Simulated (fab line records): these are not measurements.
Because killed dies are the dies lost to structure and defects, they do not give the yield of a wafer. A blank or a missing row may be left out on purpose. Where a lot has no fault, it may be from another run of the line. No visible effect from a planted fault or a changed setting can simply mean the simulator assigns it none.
One fault through the eyes of 2 desks -- flow sky130 -- each desk has only its own numbers; what lay behind them comes last

## METROLOGY DESK
Means of the sampled wafers that have a number, per lot and without regard to the tool the lot ran on: this is what the gauges read. Any lot whose mean is over 4 standard deviations away from the usual mean is out of limits and marked OUT; that distance is given in the brackets.
Columns: A = METAL1_ALCU_RS at SKY_METAL1_RS_MEAS_05, usual 0.1265 ohm/sq
lot,first seen here,A
L856,day 32 10:38,0.1263
L859,day 32 17:55,0.1259
L858,day 32 19:45,0.1263
L861,day 33 01:05,0.1267
L862,day 34 08:17,0.1266
L867,day 35 11:11,0.1269
L873,day 37 07:05,0.1265
L874,day 37 12:20,0.1257
L875,day 37 19:07,0.1272
L876,day 38 01:44,0.1245
L877,day 38 07:58,0.1243
L879,day 38 13:38,0.1267
L878,day 38 16:00,0.1283
This desk's verdict: no lot among the 13 shows anything out of limits.

## TOOL OWNER'S DESK, cmp-02
The tool's own readings at SKY_VIA2_CMP_02 (polishes SiO2): means of the sampled wafers that have a number, for each lot that ran on this tool. Any lot whose mean is over 4 standard deviations away from the usual mean is out of limits and marked OUT; that distance is given in the brackets.
Columns: A = motor current A at SKY_VIA2_CMP_02, usual 12.6 A
lot,first seen here,A
L856,day 35 22:02,12.3
L862,day 37 18:20,12.3
L867,day 38 19:04,12.6
L876,day 41 06:44,13.4
L877,day 41 12:56,11.9
This desk's verdict: no lot among the 5 shows anything out of limits.

## ALL TOGETHER
Nothing out of limits was seen by the metrology desk.
The desk of the tool owner found nothing out of limits.

## WHAT THE SIMULATOR HAD INSERTED
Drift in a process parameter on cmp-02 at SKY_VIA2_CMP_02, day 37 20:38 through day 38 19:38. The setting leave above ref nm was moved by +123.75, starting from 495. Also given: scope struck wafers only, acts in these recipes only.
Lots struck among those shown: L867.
